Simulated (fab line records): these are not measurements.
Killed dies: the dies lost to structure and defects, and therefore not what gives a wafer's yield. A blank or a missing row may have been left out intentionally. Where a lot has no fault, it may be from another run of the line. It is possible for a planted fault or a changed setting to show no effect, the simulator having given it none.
fab line records | flow sky130
[record] lots = 6 wafers = 18 lastDay = 50
route steps=708 shown PASSIVATION@684 PAD_OPEN@694
lots that met no fault: taken from a fault-free run of the same line
startH: hours from the record's first day to the start of the lot's first wafer shown | waitH: hours elapsed since this lot's preceding step | " the same as in the row above | L1.1+2: several wafers, shown together as one row | - no value, or no start given | * or withheld: withheld | < > ~ a bound
route shown NAME@n: a module of which the file shows steps, and the number in the route of the first | usual: the fault-free wafers' mean and standard deviation | same: alike in all rows | chamber/n: place in a boat | sites: the reading at each site | _std_site: the values' standard deviation | _edge_site: the outer-site mean with the inner-site mean subtracted | radiusMm: how far each site lies from the wafer's centre | mask NAME#n: copy n | behind: the tool/chamber that last shaped the wafer | hold: the reason the lot was held/the length of the hold in hours/how it ended | device: whichever transistor did not switch (one of n, p or np) | end of line: tests run on the same wafers once the route is complete | a step without rows: its recipe alone | killed: not the wafer's yield, but the dies lost to structure and defects at the first sort | map: per-die view of a wafer (x killed, . not killed, _ where there is no die)
set.NAME: the setting the step ran with; set.NAME@STEP: the setting that earlier step ran with | model.NAME: the simulator's own value behind a step, which no gauge read
lots at some steps of the route; a table a step, a row a wafer
services: the hour from which a tool's chamber was out of use, counted from the record's first day as startH (under 0 if before that day), plus the number of hours and why
[[steps]]
[step SKY_PASSIVATION_THK_MEAS_03]
[recipe] reads = Si3N4_of_PASSIVATION_CVD_02
[usual] PASSIVATION_CVD_02_THK = 540/6.6
// columns lot.wafer tool chamber startH waitH PASSIVATION_CVD_02_THK[nm]
L537.1 filmMetro-01 - 1034.34 - 541
L537.4 " - " " 546
L537.6 " - " " 554
L539.2 filmMetro-02 - 1052.85 - 529
L539.3 " - " " 528
L539.4 " - " " 532
L546.1 filmMetro-01 - 1096.98 - 540
L546.2 " - " " 536
L546.4 " - " " 551
L548.2 filmMetro-01 - 1106.75 - 537
L548.4 " - " " 549
L548.5 " - " " 552
L553.1 filmMetro-01 - 1132.72 - 535
L553.2 " - " " 529
L553.3 " - " " 536
L558.1 filmMetro-02 - 1161.65 - 531
L558.4 " - " " 540
L558.5 " - " " 539
[step SKY_PASSIVATION_DEHYDRATE_04]
[recipe] tempC = 200 timeS = 60
[step SKY_PASSIVATION_HMDS_05]
[recipe] primeTimeS = 60 primeTempC = 120
[step SKY_PASSIVATION_COAT_06]
[recipe] spinRpm = 2000 resistThkNm = 3000
[step SKY_PASSIVATION_SOFTBAKE_07]
[recipe] tempC = 110 timeS = withheld
[step SKY_PASSIVATION_EXPOSE_08]
[recipe] maskId = NSM targetCdNm = 3000 na = 0.57 doseMj = 260
[step SKY_PASSIVATION_PEB_09]
[recipe] tempC = 115 timeS = withheld
[step SKY_PASSIVATION_DEVELOP_10]
[recipe] developTimeS = 60 devTempC = 23
[step SKY_PASSIVATION_ETCH_11]
[recipe] chemistry = CF4/O2 targetDepthNm = 725 stopOn = AlCu sourceW = 800 biasW = 156 pressureMtorr = 150 cf4FlowSccm = 80 O2_flow_sccm = 10 timeS = 161.1
[usual] drypumpMotorCurrentA = 5.5/0.39 oesProductAu = 0.980/0.0077 throttleValvePct = 5.966/0.0089
// columns lot.wafer tool chamber startH waitH drypumpMotorCurrentA oesProductAu rfHoursCounterH throttleValvePct
L537.1 rieDiel-02 0 1055.75 - 6.0 0.979 5 5.973
L537.4 " 3 " " 5.0 0.981 6 5.971
L537.6 " 3 " " 5.0 0.991 - 5.956
L539.2 rieDiel-04 2 1074.29 - 5.9 0.965 8 5.965
L539.3 " 1 " " 5.5 0.964 18 5.964
L539.4 " 1 " " 5.5 0.968 - 5.966
L546.1 rieDiel-04 2 1116.40 - 5.9 0.982 9 5.963
L546.2 " 3 " " 5.3 0.973 14 5.959
L546.4 " 0 " " 4.8 0.986 17 5.971
L548.2 rieDiel-04 1 1126.05 - 5.5 0.978 20 5.951
L548.4 " 0 " " 4.8 0.984 17 5.974
L548.5 " 0 " " 4.8 0.981 - 5.971
L553.1 rieDiel-03 3 1151.25 - 5.4 0.972 25 5.966
L553.2 " 2 " " 6.1 0.963 14 5.983
L553.3 " 1 " " 5.6 0.979 9 5.975
L558.1 rieDiel-03 1 1178.37 - 5.6 0.968 11 5.957
L558.4 " 2 " " 6.1 0.976 15 5.975
L558.5 " 0 " " 5.0 0.982 - 5.962
[step SKY_PASSIVATION_STRIP_12]
[recipe] chemistry = O2/N2 powerW = 1400 pressureMtorr = 1500 platenTempC = withheld overashFraction = 0.7 o2FlowSccm = 3000 n2FlowSccm = 300
[usual] drypumpMotorCurrentA = 5.5/0.46 oesProductAu = 0.661/0.0044 stripTimeToEndpointS = 31.45/0.13
[same] overashFraction = 0.7
// columns lot.wafer tool chamber startH waitH drypumpMotorCurrentA oesProductAu rfHoursCounterH stripTimeToEndpointS
L537.1 plasmaAsher-03 1 1055.86 0.1 5.5 0.665 61 31.27
L537.4 " 1 " " 5.5 0.674 - 31.40
L537.6 " 1 " " 5.5 0.655 - 31.58
L539.2 plasmaAsher-04 1 1074.40 0.1 5.0 0.660 1 31.32
L539.3 " 1 " " 5.1 0.659 - 31.66
L539.4 " 0 " " 5.6 0.661 - 31.57
L546.1 plasmaAsher-03 0 1116.51 0.1 6.0 0.665 66 31.16
L546.2 " 1 " " 5.5 0.657 66 31.25
L546.4 " 1 " " 5.6 0.661 - 31.14
L548.2 plasmaAsher-04 0 1126.16 0.1 5.6 0.661 6 31.55
L548.4 " 0 " " 5.7 0.660 - 31.48
L548.5 " 1 " " 5.1 0.662 - 31.63
L553.1 plasmaAsher-02 0 1151.35 0.1 5.8 0.667 39 31.46
L553.2 " 1 " " 4.7 0.659 39 31.40
L553.3 " 0 " " 5.8 0.654 - 31.44
L558.1 plasmaAsher-02 1 1178.48 0.1 4.7 0.656 42 31.72
L558.4 " 0 " " 5.9 0.661 - 31.65
L558.5 " 0 " " 5.8 0.661 - 31.57
[step SKY_PAD_OPEN_DEHYDRATE_00]
[recipe] tempC = 200 timeS = 60
[step SKY_PAD_OPEN_HMDS_01]
[recipe] primeTimeS = 60 primeTempC = 120
[step SKY_PAD_OPEN_COAT_02]
[recipe] spinRpm = 2000 resistThkNm = 3000
[usual] spinSpeedRpm = 2000.0/1.6
// columns lot.wafer tool chamber startH waitH spinSpeedRpm model.coat_of_PAD_OPEN_COAT_02.thkNm
L537.1 lithoTrack-04 0 1067.09 0.1 1998.8 2991
L537.4 " 0 " " 1998.8 2991
L537.6 " 0 " " 2000.3 2999
L539.2 lithoTrack-04 0 1084.37 0.1 1998.6 2998
L539.3 " 0 " " 1998.0 3000
L539.4 " 0 " " 1997.6 3017
L546.1 lithoTrack-04 0 1126.29 0.1 2067.1 2957
L546.2 " 0 " " 2067.4 2947
L546.4 " 0 " " 2066.6 2946
L548.2 lithoTrack-04 0 1136.47 0.1 2071.0 2952
L548.4 " 0 " " 2067.2 2949
L548.5 " 0 " " 2067.4 2959
L553.1 lithoTrack-03 0 1160.20 0.1 2000.9 3010
L553.2 " 0 " " 2002.6 3001
L553.3 " 0 " " 2003.3 3000
L558.1 lithoTrack-03 0 1185.90 0.1 2003.2 3014
L558.4 " 0 " " 2001.5 3006
L558.5 " 0 " " 1999.7 3004
[step SKY_PAD_OPEN_SOFTBAKE_03]
[recipe] tempC = 110 timeS = withheld
[step SKY_PAD_OPEN_EXPOSE_04]
[recipe] maskId = PDM targetCdNm = 60000 na = 0.57 doseMj = 260
[step SKY_PAD_OPEN_PEB_05]
[recipe] tempC = 115 timeS = withheld
[step SKY_PAD_OPEN_DEVELOP_06]
[recipe] developTimeS = 60 devTempC = 23
// columns lot.wafer tool chamber startH waitH model.coat_of_PAD_OPEN_COAT_02.thkNm
L537.1+4 lithoTrack-01 0 - - 2990
L537.6 " 0 " " 2998
L539.2 lithoTrack-03 0 - - 2997
L539.3 " 0 " " 2999
L539.4 " 0 " " 3016
L546.1 lithoTrack-01 0 - - 2956
L546.2+4 " 0 " " 2945
L548.2 lithoTrack-03 0 - - 2951
L548.4 " 0 " " 2948
L548.5 " 0 " " 2958
L553.1 lithoTrack-01 0 - - 3009
L553.2 " 0 " " 3000
L553.3 " 0 " " 2999
L558.1 lithoTrack-03 0 - - 3013
L558.4 " 0 " " 3005
L558.5 " 0 " " 3003
[step SKY_PAD_OPEN_ETCH_07]
[recipe] chemistry = CF4/O2 targetDepthNm = 725 stopOn = AlCu sourceW = 800 biasW = 150 pressureMtorr = 150 cf4FlowSccm = 80 O2_flow_sccm = 10 timeS = 161.1
[usual] drypumpMotorCurrentA = 5.5/0.37 oesProductAu = 0.978/0.0063 throttleValvePct = 5.963/0.0089
// columns lot.wafer tool chamber startH waitH drypumpMotorCurrentA oesProductAu rfHoursCounterH throttleValvePct
L537.1 rieDiel-02 3 1077.70 - 5.0 0.982 7 5.956
L537.4 " 0 " " 6.0 0.986 6 5.949
L537.6 " 1 " " 5.7 0.987 - 5.951
L539.2 rieDiel-01 0 1095.15 - 5.7 0.972 23 5.957
L539.3 " 1 " " 4.8 0.972 17 5.953
L539.4 " 2 " " 5.9 0.971 23 5.959
L546.1 rieDiel-03 0 1136.95 - 5.0 0.981 10 5.966
L546.2 " 3 " " 5.4 0.977 25 5.949
L546.4 " 1 " " 5.6 0.988 9 5.965
L548.2 rieDiel-01 1 1145.60 - 4.9 0.976 19 5.968
L548.4 " 3 " " 5.6 0.979 26 5.969
L548.5 " 0 " " 5.7 0.987 - 5.962
L553.1 rieDiel-01 2 1168.95 - 5.9 0.977 27 5.952
L553.2 " 3 " " 5.6 0.975 27 5.966
L553.3 " 1 " " 4.8 0.969 20 5.963
L558.1 rieDiel-01 2 1193.70 - 5.9 0.966 28 5.967
L558.4 " 3 " " 5.6 0.985 28 5.933
L558.5 " 2 " " 5.9 0.989 - 5.973
[step SKY_PAD_OPEN_STRIP_08]
[recipe] chemistry = O2/N2 powerW = 1400 pressureMtorr = 1500 platenTempC = withheld overashFraction = 0.7 o2FlowSccm = 3000 n2FlowSccm = 300
[usual] drypumpMotorCurrentA = 5.4/0.36 oesProductAu = 0.663/0.0043 stripTimeToEndpointS = 37.07/0.1
[same] overashFraction = 0.7
// columns lot.wafer tool chamber startH waitH drypumpMotorCurrentA oesProductAu rfHoursCounterH stripTimeToEndpointS
L537.1 plasmaAsher-01 1 1077.80 0.1 5.5 0.664 98 36.96
L537.4 " 0 " " 5.5 0.659 - 36.93
L537.6 " 0 " " 5.5 0.663 - 37.04
L539.2 plasmaAsher-04 0 1095.26 0.1 5.6 0.663 3 37.04
L539.3 " 1 " " 5.1 0.659 - 37.05
L539.4 " 0 " " 5.6 0.666 - 37.25
L546.1 plasmaAsher-02 1 1137.05 0.1 4.7 0.661 38 36.56
L546.2 " 0 " " 5.8 0.656 38 36.45
L546.4 " 1 " " 4.7 0.661 - 36.45
L548.2 plasmaAsher-01 0 1145.71 0.1 5.5 0.669 104 36.49
L548.4 " 0 " " 5.5 0.660 - 36.49
L548.5 " 0 " " 5.5 0.657 - 36.57
L553.1 plasmaAsher-02 0 1169.05 0.1 5.9 0.666 41 37.18
L553.2 " 1 " " 4.7 0.666 41 37.07
L553.3 " 0 " " 5.8 0.659 - 37.07
L558.1 plasmaAsher-04 1 1193.81 0.1 5.0 0.658 12 37.22
L558.4 " 0 " " 5.6 0.655 - 37.13
L558.5 " 1 " " 5.0 0.668 - 37.11
[step SKY_PAD_OPEN_STRIP_09]
[recipe] chemistry = postEtchResidueRemover timeS = 1200 tempC = 72.5
[step SKY_PAD_OPEN_PROBE_99]
[usual] defectLimitedYield = 82.2/1.8 killed_at_M0_to_M3 = 44/7.1 killed_at_M4_up = 3.1/1.9 killedAtContacts = 25/5.8 killedAtFrontEnd = 16/4.5 killedAtOther = 0.3/0.52 killedDies = 88/9.1 killedOpen = 48/6.8 killedShort = 39/5.8 sort_bin_3_pad_short = 0.9/0.4 sort_bin_5_function = 10.6/1.4 sort_bin_6_memory = 6.3/1.1 sortNPass = 404/9.1 sortYieldPct = 82.2/1.8
[same] grossDies = 492 killedAtBackSide = 0 sort_bin_4_leakage[%] = 0 sort_bin_8_speed[%] = 0
// columns lot.wafer tool chamber startH waitH defectLimitedYield[%] killed_at_M0_to_M3 killed_at_M4_up killedAtContacts killedAtFrontEnd killedAtOther killedDies killedOpen killedShort sort_bin_3_pad_short[%] sort_bin_5_function[%] sort_bin_6_memory[%] sortNPass sortYieldPct[%]
L539.2 prober-02 - 1097.52 0.1 82.7 54 7 17 7 0 85 46 39 0.6 12.2 4.5 407 82.7
L539.3 prober-02 - 1097.57 0.2 82.5 49 3 22 11 1 86 44 42 0.2 10.8 6.5 406 82.5
L539.4 prober-02 - 1097.62 0.2 81.1 49 4 23 16 1 93 50 43 1.4 10.0 7.5 399 81.1
L548.2 prober-01 - 1148.01 0.1 81.5 42 3 31 15 0 91 56 35 1.2 10.2 7.1 401 81.5
L548.4 prober-01 - 1148.11 0.2 84.6 28 2 15 31 0 76 37 39 0.6 9.1 5.7 416 84.6
L548.5 prober-01 - 1148.16 0.2 83.7 37 1 24 18 0 80 45 35 0.6 10.0 5.7 412 83.7
// killed by level:class
L539.2 VIA1:geometricParticle:open=14 VIA2:geometricParticle:open=8 LI_CONTACT:geometricParticle:open=8 VIA1:geometricParticle:short=8 METAL1:geometricParticle:short=6 VIA3:geometricParticle:open=6 CONTACT:geometricParticle:open=5 METAL4:geometricParticle:short=5
L539.3 VIA1:geometricParticle:open=11 CONTACT:geometricParticle:open=8 VIA2:geometricParticle:open=7 METAL2:geometricParticle:short=7 METAL1:geometricParticle:short=6 LI_CONTACT:geometricParticle:open=5 CONTACT:geometricParticle:short=5 POLY_GATE:geometricParticle:short=4
L539.4 VIA2:geometricParticle:open=10 VIA1:geometricParticle:open=9 LI_CONTACT:geometricParticle:open=8 CONTACT:geometricParticle:open=8 METAL1:geometricParticle:short=8 VIA1:geometricParticle:short=8 FIELD_ISO:geometricParticle:short=6 VIA2:geometricParticle:short=4
L548.2 VIA1:geometricParticle:open=13 CONTACT:geometricParticle:open=12 LI_CONTACT:geometricParticle:open=9 VIA2:geometricParticle:open=6 CONTACT:geometricParticle:short=5 VIA3:geometricParticle:open=5 FIELD_ISO:geometricParticle:open=4 POLY_GATE:geometricParticle:open=4
L548.4 VIA1:geometricParticle:open=10 FIELD_ISO:geometricParticle:short=8 POLY_GATE:geometricParticle:short=7 POLY_GATE:geometricParticle:open=6 VIA3:geometricParticle:open=5 FIELD_ISO:geometricParticle:open=4 VIA1:geometricParticle:short=4 SPACER:geometricParticle:short=4
L548.5 METAL2:geometricParticle:short=10 CONTACT:geometricParticle:open=8 VIA1:geometricParticle:open=6 VIA2:geometricParticle:open=6 LI_CONTACT:geometricParticle:open=5 LOCAL_INTERCONNECT:geometricParticle:short=5 VIA3:geometricParticle:open=5 FIELD_ISO:geometricParticle:open=4
[[services]]
// columns tool chamber startH hours kind
plasmaAsher-04 - 1055.25 9.0 pm
plasmaAsher-04 0 1055.25 9.0 ventCycle
plasmaAsher-04 1 1055.25 9.0 ventCycle
rieDiel-04 0 1061.73 29.8 repair
plasmaAsher-04 0 1064.25 - clean
plasmaAsher-04 1 1064.25 - clean
rieDiel-01 0 1066.99 7.0 repair
rieDiel-01 3 1073.34 2.6 repair
plasmaAsher-01 - 1078.17 1.4 repair
rieDiel-04 - 1095.09 1.6 repair
rieDiel-04 1 1099.32 3.7 repair
plasmaAsher-01 - 1104.63 1.1 repair
plasmaAsher-01 - 1106.20 2.6 repair
plasmaAsher-01 - 1109.19 2.4 repair
rieDiel-02 - 1126.00 62.5 repair
rieDiel-04 1 1136.34 1.3 repair
rieDiel-01 - 1156.43 1.0 repair
plasmaAsher-01 - 1164.85 0.5 repair
rieDiel-04 1 1168.45 4.5 repair
rieDiel-02 - 1186.75 1.4 repair
rieDiel-02 1 1193.32 2.2 repair
[[key]]
[firstSign] step = SKY_PAD_OPEN_COAT_02 reading = spinSpeedRpm direction = up sigmas = 43 usual = 2000.0 struck = 2067.8
[effect] step = SKY_PAD_OPEN_STRIP_08 reading = stripTimeToEndpointS direction = down sigmas = 5.6 usual = * struck = *
[modelEffect] step = SKY_PAD_OPEN_COAT_02 value = coat_of_PAD_OPEN_COAT_02.thkNm without = 3001 struck = 2952
[modelEffect] step = SKY_PAD_OPEN_DEVELOP_06 value = coat_of_PAD_OPEN_COAT_02.thkNm without = 3000 struck = 2951
metAt SKY_PAD_OPEN_COAT_02
struckWafers L546.1,L546.2,L546.4,L548.2,L548.4,L548.5
onsetBetween 1084.37 1126.29
[fault] kind = processParameterDrift tool = lithoTrack-04 chamber = - onsetH = 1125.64 steps = SKY_PAD_OPEN_COAT_02 channel = spinRpm offset = 67.259 shape = step endH = 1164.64 actsIn = theseRecipesOnly stated = 2000
